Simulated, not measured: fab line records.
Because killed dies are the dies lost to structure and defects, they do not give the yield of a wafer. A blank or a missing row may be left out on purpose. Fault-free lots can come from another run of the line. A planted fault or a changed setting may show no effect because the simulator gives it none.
Comparing a struck lot with a sound one -- flow sky130 -- 43 out of 708 route steps
Sound: wafers L135.1, L135.3, L135.4. Struck: wafers L155.1, L155.6. (L155.2 of the same lot was not struck and is left out.) The cause comes at the end.
Order at every step that has rows: each side's tool, ch and its chambers, its first start. Under that, the readings that differ: sound wafers -- struck wafers -- difference of the means -- sigmas: that difference in standard deviations of wafers without a fault.
alike: readings with means less than 2 such deviations apart, plus words and numbers identical on both sides. not compared: withheld readings, readings lacking a value on some wafer, bounds such as >300 that could conceal the same value, and numbers that have no deviation in the record and whose values overlap.
The two part at a step that has a row with sigmas, a row that says differs or no value, or rows on one side only. Non-overlapping numbers with no deviation appear without sigmas and do not part them. Lack of a reading on every wafer of one side parts them only where that side has two or more wafers.

first, 7 steps without rows for these wafers: SKY_LDD_LDN_DEHYDRATE_00 (time 60 s); SKY_LDD_LDN_HMDS_01 (prime time 60 s); SKY_LDD_LDN_COAT_02 (resist thk 1140 nm); SKY_LDD_LDN_SOFTBAKE_03 (time 60 s); SKY_LDD_LDN_EXPOSE_04 (exposes mask LDNTM, target cd 700 nm); SKY_LDD_LDN_PEB_05; SKY_LDD_LDN_DEVELOP_06 (develop time 60 s).
SKY_LDD_LDN_OVL_MEAS_07:
  struck on overlay-02, day 30 11:56; sound on overlay-01, day 24 10:24
  alike: LDD_LDN_OVL
then, 4 steps without rows for these wafers: SKY_LDD_LDN_IMPLANT_08; SKY_LDD_LDN_IMPLANT_09; SKY_LDD_LDN_IMPLANT_10; SKY_LDD_LDN_IMPLANT_11.
SKY_LDD_LDN_STRIP_12: strips in O2/N2.
  sound on plasma-asher-02 ch 0,1, day 24 11:02; struck on plasma-asher-02 ch 0, day 30 12:35
  alike: drypump-motor-current-A, oes-product-au, strip-time-to-endpoint-s
  not compared: rf-hours-counter-h
SKY_LDD_LDN_TW_MEAS_13:
  struck on film-metro-04, day 30 12:41; sound on film-metro-03, day 24 11:08
  alike: LDD_LDN_TW
then, 2 steps without rows for these wafers: SKY_LDD_LDN_CLEAN_14 (cleans in SC1/SC2, time 150 s); SKY_SPACER_CVD_00 (deposits Si3N4 from DCS/NH3, target thk 43.1 nm, time 740 s).
SKY_SPACER_THK_MEAS_01:
  struck on film-metro-04, day 30 14:34; sound on film-metro-04, day 24 13:37
  alike: SPACER_CVD_00_THK
SKY_SPACER_ETCHBACK_02: etches Si3N4 in CH3F/O2, stops on SiO2, time 46.7 s, target depth 45 nm.
  sound on rie-diel-03 ch 0,1,3, day 24 13:41; struck on rie-diel-04 ch 0,2, day 30 14:37
  alike: drypump-motor-current-A, oes-product-au, throttle-valve-pct
  not compared: rf-hours-counter-h
then, 8 steps without rows for these wafers: SKY_POLY_CUT_DEHYDRATE_00 (time 60 s); SKY_POLY_CUT_HMDS_01 (prime time 60 s); SKY_POLY_CUT_COAT_02 (resist thk 60 nm); SKY_POLY_CUT_COAT_03 (resist thk 450 nm); SKY_POLY_CUT_SOFTBAKE_04 (time 90 s); SKY_POLY_CUT_EXPOSE_05 (exposes mask NPCM, target cd 270 nm); SKY_POLY_CUT_PEB_06; SKY_POLY_CUT_DEVELOP_07 (develop time 60 s).
SKY_POLY_CUT_CD_MEAS_08: target cd 270 nm.
  struck on cd-sem-01, day 31 17:38; sound on cd-sem-02, day 25 19:39
  alike: cd-nm
SKY_POLY_CUT_OVL_MEAS_09:
  struck on overlay-02, day 31 17:45; sound on overlay-02, day 25 19:46
  alike: POLY_CUT_OVL
SKY_POLY_CUT_ETCH_10: etches BARC in N2/H2, stops on SiO2, time 45.9 s, target depth 60 nm.
  sound on rie-diel-02 ch 0,2,3, day 25 19:48; struck on rie-diel-02 ch 0,3, day 31 17:47
  alike: drypump-motor-current-A, oes-product-au, throttle-valve-pct
  not compared: rf-hours-counter-h
SKY_POLY_CUT_ETCH_11: etches Si3N4 in CF4/CH2F2/Ar, stops on poly-Si, time 42.5 s, target depth 60 nm.
  sound on rie-diel-02 ch 0,2,3, day 25 19:50; struck on rie-diel-02 ch 0,3, day 31 17:50
  alike: drypump-motor-current-A, oes-product-au, throttle-valve-pct
  not compared: rf-hours-counter-h
SKY_POLY_CUT_STRIP_12: strips in O2/N2.
  sound on plasma-asher-04 ch 0,1, day 25 19:53; struck on plasma-asher-03 ch 0,1, day 31 17:52
  alike: drypump-motor-current-A, oes-product-au, strip-time-to-endpoint-s
  not compared: rf-hours-counter-h
then, 7 steps without rows for these wafers: SKY_SD_P_DEHYDRATE_00 (time 60 s); SKY_SD_P_HMDS_01 (prime time 60 s); SKY_SD_P_COAT_02 (resist thk 1140 nm); SKY_SD_P_SOFTBAKE_03 (time 60 s); SKY_SD_P_EXPOSE_04 (exposes mask PSDM, target cd 380 nm); SKY_SD_P_PEB_05; SKY_SD_P_DEVELOP_06 (develop time 60 s).
SKY_SD_P_CD_MEAS_07: target cd 380 nm.
  struck on cd-sem-01, day 32 20:38; sound on cd-sem-02, day 27 01:05
  alike: cd-nm
SKY_SD_P_OVL_MEAS_08:
  struck on overlay-01, day 32 20:45; sound on overlay-02, day 27 01:12
  alike: SD_P_OVL
next, for these wafers, 1 step has no rows: SKY_SD_P_IMPLANT_09.
SKY_SD_P_STRIP_10: strips in O2/N2.
  sound on plasma-asher-04 ch 0,1, day 27 01:23; struck on plasma-asher-04 ch 1, day 32 20:56
  alike: drypump-motor-current-A, oes-product-au, strip-time-to-endpoint-s
  not compared: rf-hours-counter-h
-- record jumps: 18 days separate the struck wafers' starts on either side; left off in module SD_P, taken up again in module PAD_OPEN, whose first shown step is the route's number 708 --
SKY_PAD_OPEN_PROBE_99:
  struck on prober-02, day 50 18:40; sound on prober-02, day 46 20:03
reading,sound,struck,difference,sigmas
killed-at-front-end,10 14 16,70 57,+50,+10
killed-dies,78 91 89,144 124,+48,+5
  alike: killed_at_M0_to_M3, killed_at_M4_up, killed-at-contacts, killed-at-other, killed-open, killed-short

== WHERE THEY PART ==
SKY_PAD_OPEN_PROBE_99 only, going by this record.

WHY: the cause the simulator had injected
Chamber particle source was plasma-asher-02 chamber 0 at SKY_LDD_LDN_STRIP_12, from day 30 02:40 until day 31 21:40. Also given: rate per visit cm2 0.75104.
